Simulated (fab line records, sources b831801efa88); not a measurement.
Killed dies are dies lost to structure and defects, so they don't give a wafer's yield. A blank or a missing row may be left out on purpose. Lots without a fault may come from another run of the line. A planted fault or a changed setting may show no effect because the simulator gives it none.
Chamber matching | flow gf180mcu | GF_STI_CMP_25 on cmp-02: 4 sister chambers
The step polishes, stops on Si3N4, t overpolish 33 s, target thk 524.6 nm. 16 wafers are shown with their chamber, then 8 later ones without.

WAFERS WITH THEIR CHAMBER
wafer  | chamber | motor_current_A (A) | slurry_filter_dp_kPa (kPa) | time_to_endpoint_s (s)
L378.3 | 0       | 10.3                | 13.32                      | 126
L378.4 | 2       | 11.5                | 13.50                      | 131
L378.6 | 3       | 15.7                | 13.78                      | 128
L379.2 | 1       | 12.9                | 13.32                      | 126
L379.4 | 3       | 14.5                | 13.41                      | 123
L379.5 | 2       | 11.7                | 13.44                      | 125
L388.1 | 1       | 14.0                | 13.37                      | 118
L388.2 | 3       | 15.3                | 13.58                      | 118
L388.5 | 2       | 11.1                | 13.58                      | 115
L389.1 | 0       | 10.1                | 13.35                      | 116
L389.2 | 1       | 13.2                | 13.37                      | 122
L389.3 | 2       | 11.3                | 13.83                      | 117
L390.1 | 3       | 15.2                | 13.36                      | 117
L390.3 | 2       | 11.1                | 13.43                      | 116
L390.4 | 0       | 10.9                | 13.61                      | 115
L395.2 | 2       | 11.7                | 13.50                      | 114

SIGNATURES (means of the wafers above)
reading              | chamber 0 | chamber 1 | chamber 2 | chamber 3 | scatter within a chamber
motor_current_A      | 10.433    | 13.367    | 11.400    | 15.175    | 0.42
slurry_filter_dp_kPa | 13.4267   | 13.3533   | 13.5467   | 13.5325   | 0.15
time_to_endpoint_s   | 119.00    | 122.00    | 119.67    | 121.50    | 5.88
Rule: a wafer's distance from a chamber is the root of the sum, over the readings, of the square of ((its reading less the chamber's mean) divided by the reading's scatter). The wafer belongs to the nearest chamber; if the next one is less than 2 further off, it can't be placed. The scatter: the root of (the sum of the squares of (reading less its chamber's mean) over the shown wafers, divided by (wafers less chambers)).

WAFERS WITHOUT THEIR CHAMBER
wafer  | motor_current_A (A) | slurry_filter_dp_kPa (kPa) | time_to_endpoint_s (s)
L395.3 | 10.5                | 13.61                      | 110
L395.6 | 12.9                | 13.51                      | 111
L396.1 | 15.4                | 13.37                      | 119
L396.4 | 10.5                | 13.67                      | 111
L396.6 | 13.0                | 13.53                      | 116
L400.2 | 10.2                | 13.67                      | 114
L400.4 | 15.6                | 13.52                      | 115
L400.6 | 9.9                 | 13.29                      | 109

WHICH CHAMBER EACH WENT THROUGH
wafer  | from the rows above     | in truth
L395.3 | can't be placed: 0 or 2 | 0
L395.6 | can't be placed: 1 or 2 | 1
L396.1 | 3                       | 3
L396.4 | can't be placed: 0 or 2 | 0
L396.6 | 1                       | 1
L400.2 | can't be placed: 0 or 2 | 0
L400.4 | 3                       | 3
L400.6 | 0                       | 0
Placed correctly: 4 of 8. Can't be placed from these rows: 4 (the true chamber is among the candidates in 4). Placed wrongly: 0.
